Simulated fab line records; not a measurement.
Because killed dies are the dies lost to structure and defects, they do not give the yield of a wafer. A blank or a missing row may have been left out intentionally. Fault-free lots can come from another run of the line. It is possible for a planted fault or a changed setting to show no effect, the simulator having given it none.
Chamber matching :: flow sky130 :: 4 sister chambers for SKY_FIELD_ISO_CMP_27 on cmp-02
The step polishes, stops on Si3N4, t overpolish 16 s, target thk 457.8 nm. 8 wafers are shown with their chamber, then 8 later ones without.

WAFERS, EACH WITH ITS CHAMBER
wafer: L187.5
chamber: 1
motorCurrentA (A): 13.0
platenRpm (rpm): 60.05

wafer: L190.6
chamber: 0
motorCurrentA (A): 10.8
platenRpm (rpm): 60.07

wafer: L196.3
chamber: 3
motorCurrentA (A): 12.7
platenRpm (rpm): 60.00

wafer: L196.5
chamber: 2
motorCurrentA (A): 11.8
platenRpm (rpm): 60.04

wafer: L202.1
chamber: 1
motorCurrentA (A): 13.1
platenRpm (rpm): 59.99

wafer: L202.2
chamber: 0
motorCurrentA (A): 11.0
platenRpm (rpm): 59.99

wafer: L202.6
chamber: 3
motorCurrentA (A): 12.5
platenRpm (rpm): 60.04

wafer: L203.2
chamber: 2
motorCurrentA (A): 11.4
platenRpm (rpm): 60.07

WAFERS WITHOUT THEIR CHAMBER
wafer: L203.3
motorCurrentA (A): 11.5
platenRpm (rpm): 59.95

wafer: L203.6
motorCurrentA (A): 11.0
platenRpm (rpm): 59.96

wafer: L205.1
motorCurrentA (A): 10.9
platenRpm (rpm): 60.03

wafer: L205.3
motorCurrentA (A): 12.3
platenRpm (rpm): 59.99

wafer: L205.6
motorCurrentA (A): 11.5
platenRpm (rpm): 59.99

wafer: L209.2
motorCurrentA (A): 13.0
platenRpm (rpm): 60.04

wafer: L209.3
motorCurrentA (A): 11.4
platenRpm (rpm): 60.01

wafer: L209.5
motorCurrentA (A): 10.7
platenRpm (rpm): 59.94

CHAMBER TAKEN BY EACH
wafer: L203.3
from the rows above: can't be placed: 2 or 0
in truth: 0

wafer: L203.6
from the rows above: 0
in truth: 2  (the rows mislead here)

wafer: L205.1
from the rows above: 0
in truth: 0

wafer: L205.3
from the rows above: 3
in truth: 3

wafer: L205.6
from the rows above: can't be placed: 2 or 0
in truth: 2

wafer: L209.2
from the rows above: can't be placed: 1 or 3
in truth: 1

wafer: L209.3
from the rows above: can't be placed: 2 or 0
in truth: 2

wafer: L209.5
from the rows above: 0
in truth: 0
Placed correctly: 3 of 8. Cannot be placed on the basis of these rows: 4; the candidates contain the true chamber in 4. Number placed wrongly: 1.
How it was worked out, from the rows above alone: a wafer's distance from a chamber is the root of the sum, over the readings, of the square of ((its reading less the chamber's mean) divided by the reading's scatter). If the next closest chamber is less than 2 further off than the closest, the wafer can't be placed; otherwise it belongs to the closest. A chamber's mean is the mean of its shown wafers. The scatter is the square root of a quotient: the sum, over the shown wafers, of each reading's squared deviation from its chamber's mean, divided by wafers minus chambers.
